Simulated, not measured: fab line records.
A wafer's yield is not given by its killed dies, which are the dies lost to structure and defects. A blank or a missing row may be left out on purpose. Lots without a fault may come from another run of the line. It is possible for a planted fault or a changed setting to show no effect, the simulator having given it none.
The tool behind it: which one? | flow sky130 | 13 lots with 39 wafers sampled at 2 steps, on a route of 708 steps

## WHAT EACH GAUGE READ, for each wafer
SKY_VIA2_BOW_MEAS_03.
lot  | measured     | on           | VIA2_BOW (um)
L106 | day 35 19:10 | filmMetro-04 | 90 89 93
L105 | day 35 21:28 | filmMetro-04 | 78 81 86
L108 | day 36 03:54 | filmMetro-03 | 78 87 96
L110 | day 36 18:47 | filmMetro-04 | 82 83 92
L111 | day 37 07:32 | filmMetro-04 | 87 87 80
L112 | day 37 17:53 | filmMetro-03 | 90 87 92
L113 | day 38 03:37 | filmMetro-01 | 79 96 80
L115 | day 38 15:26 | filmMetro-04 | 74 78 83
L114 | day 38 21:55 | filmMetro-01 | 91 97 91
L120 | day 39 23:04 | filmMetro-01 | 82 92 83
L122 | day 40 13:10 | filmMetro-01 | 98 90 91
L127 | day 41 23:06 | filmMetro-04 | 83 89 92
L128 | day 42 03:13 | filmMetro-01 | 82 87 75

SKY_VIA3_OVL_MEAS_13.
lot  | measured     | on         | VIA3_OVL (nm)
L106 | day 40 02:40 | overlay-02 | -5 -8 -4
L105 | day 40 04:43 | overlay-01 | 4 7 10
L108 | day 40 09:31 | overlay-01 | 2 -3 2
L110 | day 41 01:26 | overlay-02 | -1 -7 -10
L111 | day 41 11:52 | overlay-02 | -6 -6 0
L112 | day 41 22:09 | overlay-02 | -5 3 3
L113 | day 42 09:03 | overlay-01 | 2 9 3
L115 | day 42 17:03 | overlay-02 | 12 7 13
L114 | day 42 22:22 | overlay-02 | 4 6 -4
L120 | day 43 21:59 | overlay-01 | -2 -1 -1
L122 | day 44 16:44 | overlay-02 | -10 -7 -1
L127 | day 45 20:34 | overlay-02 | -1 -5 -2
L128 | day 46 00:17 | overlay-02 | 7 -1 2

## WHAT TOOL EACH LOT RAN ON (gives the tool, then ch and the chambers of the sampled wafers, and finally the start)
Record: no process step prior to these readings.

## WHAT THE TOOLS THEMSELVES READ (means of the sampled wafers that have a number; where no wafer has one, the mark that the record gives instead)
The record holds no such reading with a usual standard deviation.

## THE ANSWER, worked out from the rows above alone
Rule: what is usual is taken from the lots themselves. Put in order of their means at a reading, lots are off if they are a third of the lots or fewer, leave a main group of 4 or more, and stand apart from it by a gap of 3 or more times the standard deviation of the main group's means; of several such gaps the widest counts. If all means in a main group match to the digits the tables above print for the reading, that group is not used. A lot without any number at a reading at which 4 lots or more have one is off too. Any other lot the step has rows for is counted as sound. After the gauges, taken in route order, come the tools' own readings; for these a lot's mean is taken, as printed above. At the first step where some lot is off, the reading lying furthest off is the one used; lots without a number count as furthest.
Nothing can be told from this: no lot is off at any reading shown.

## WHAT WAS PUT IN BY THE SIMULATOR
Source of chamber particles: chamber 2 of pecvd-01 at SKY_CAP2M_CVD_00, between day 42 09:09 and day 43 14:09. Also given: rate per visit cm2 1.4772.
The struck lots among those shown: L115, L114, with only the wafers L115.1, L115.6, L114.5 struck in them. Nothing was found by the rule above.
